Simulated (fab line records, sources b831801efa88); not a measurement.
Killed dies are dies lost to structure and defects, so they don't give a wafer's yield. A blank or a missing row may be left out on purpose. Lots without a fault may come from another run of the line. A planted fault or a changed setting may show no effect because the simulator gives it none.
Chamber matching | flow gf180mcu | GF_V2_CMP_04 on cmp-01: 4 sister chambers
The step polishes SiO2. 4 wafers are shown with their chamber, then 8 later ones without.

WAFERS WITH THEIR CHAMBER
wafer  | chamber | motor_current_A (A)
L114.6 | 1       | 12.2
L125.2 | 3       | 13.2
L125.4 | 2       | 10.8
L128.3 | 0       | 11.0

WAFERS WITHOUT THEIR CHAMBER
wafer  | motor_current_A (A)
L128.5 | 13.4
L128.6 | 10.8
L129.3 | 12.8
L129.4 | 11.4
L129.6 | 10.8
L130.2 | 10.7
L130.3 | 10.9
L130.6 | 11.7

WHICH CHAMBER EACH WENT THROUGH
wafer  | from the rows above          | in truth
L128.5 | 3                            | 3
L128.6 | can't be placed: 2 or 0      | 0
L129.3 | can't be placed: 3 or 1      | 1
L129.4 | can't be placed: 0 or 2 or 1 | 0
L129.6 | can't be placed: 2 or 0      | 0
L130.2 | can't be placed: 2 or 0      | 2
L130.3 | can't be placed: 0 or 2      | 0
L130.6 | can't be placed: 1 or 0 or 2 | 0
Placed correctly: 1 of 8. Can't be placed from these rows: 7 (the true chamber is among the candidates in 7). Placed wrongly: 0.
How it was worked out, from the rows above alone: a wafer's distance from a chamber is the root of the sum, over the readings, of the square of ((its reading less the chamber's mean) divided by the reading's scatter). The wafer belongs to the nearest chamber; if the next one is less than 2 further off, it can't be placed. A chamber's mean is the mean of its shown wafers. The scatter: with one shown wafer a chamber, the root of the mean of the squares of how far each hidden wafer lies from its nearest shown one.
